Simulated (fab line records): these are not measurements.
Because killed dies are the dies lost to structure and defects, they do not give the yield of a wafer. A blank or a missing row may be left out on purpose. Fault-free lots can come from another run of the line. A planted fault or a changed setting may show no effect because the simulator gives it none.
A single fault, viewed from 2 desks    flow sky130    what lay behind the numbers comes last; until then each desk has only its own

AT THE METROLOGY DESK
Lot by lot, what the gauges showed, no matter which tool ran the lot: averages of those sampled wafers that carry a number. If a lot's mean is further than 4 standard deviations from the usual mean, the lot is out of limits and carries the mark OUT (the distance appears in the brackets).
Columns: A = FIELD_ISO_CVD_24_THK at SKY_FIELD_ISO_THK_MEAS_25, usual 594 nm; B = VT_ADJUST_NCORE_TW at SKY_VT_ADJUST_NCORE_TW_MEAS_11, usual 220.9
lot   first seen here  A    B
L417  day 2 06:53      589  221.6
L423  day 3 16:36      591  220.6
L424  day 3 19:31      594  221.0
L425  day 4 04:22      593  219.1
L426  day 4 08:47      596  218.8
L429  day 5 00:04      595  227.0 (+4.1) OUT
L430  day 5 06:07      591  222.2
L431  day 5 08:42      592  226.2
L433  day 5 19:38      594  229.1 (+5.5) OUT
L438  day 6 19:35      593  219.3
L440  day 7 06:12      600  222.8
Finding of this desk: L429, L433 out of limits, first seen on L429 at day 12 17:04 (VT_ADJUST_NCORE_TW at SKY_VT_ADJUST_NCORE_TW_MEAS_11). L417, L423, L424, L425, L426, L430, L431, L438, L440: within limits.

AT THE TOOL OWNER'S DESK: implanter-02
The tool's own readings at SKY_VT_ADJUST_NCORE_IMPLANT_09, given as means over the sampled wafers that have a number, one for each lot that went through this tool. If a lot's mean is further than 4 standard deviations from the usual mean, the lot is out of limits and carries the mark OUT (the distance appears in the brackets).
Columns: A = beam_energy_keV at SKY_VT_ADJUST_NCORE_IMPLANT_09, usual 9.9997; B = beam_on_s at SKY_VT_ADJUST_NCORE_IMPLANT_09, usual 10.01 s; C = dose_ions_cm2 at SKY_VT_ADJUST_NCORE_IMPLANT_09, usual 2.399e+12; D = end_station_pressure_torr at SKY_VT_ADJUST_NCORE_IMPLANT_09, usual 4.99e-06 Torr; E = faraday_current_uA at SKY_VT_ADJUST_NCORE_IMPLANT_09, usual 13.53
lot   first seen here  A        B                 C          D                           E
L417  day 8 13:13      9.9978   10.14             2.400e+12  4.96e-06                    13.36
L424  day 10 23:32     10.0010  10.22             2.402e+12  5.01e-06                    13.23
L425  day 11 09:13     10.0020  9.92              2.394e+12  5.31e-06                    13.66
L429  day 12 16:50     10.0010  10.99 (+5.4) OUT  2.400e+12  6.87e-05 (+99 or more) OUT  11.98 (-6.2) OUT
L431  day 12 21:49     10.0000  10.99 (+5.4) OUT  2.397e+12  7.26e-05 (+99 or more) OUT  11.91 (-6.5) OUT
L433  day 13 08:43     9.9996   11.07 (+5.9) OUT  2.403e+12  6.77e-05 (+99 or more) OUT  11.89 (-6.6) OUT
Finding of this desk: L429, L431, L433 out of limits; the first was L429 at day 12 16:50, on beam_on_s at SKY_VT_ADJUST_NCORE_IMPLANT_09. L417, L424, L425: within limits.

PUT TOGETHER
The tool owner's desk could have raised an alarm at day 12 16:50, on L429, L431, L433.
An alarm was possible from the metrology desk at day 12 17:04, on L429, L433.
The metrology desk has L431 on record, within its limits.
SKY_VT_ADJUST_NCORE_IMPLANT_09 was run on implanter-02 by each of the lots named.

WHAT THE SIMULATOR HAD INSERTED
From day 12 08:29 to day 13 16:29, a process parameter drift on implanter-02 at SKY_VT_ADJUST_NCORE_IMPLANT_09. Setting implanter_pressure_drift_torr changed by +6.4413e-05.
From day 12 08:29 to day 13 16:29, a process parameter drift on implanter-02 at SKY_VT_ADJUST_NCORE_IMPLANT_09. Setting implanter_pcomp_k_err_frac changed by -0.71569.
Lots struck among those shown: L429, L431, L433.
Fault start to first reading out of limits, in hours, per desk: tool owner, 8; metrology, 9.
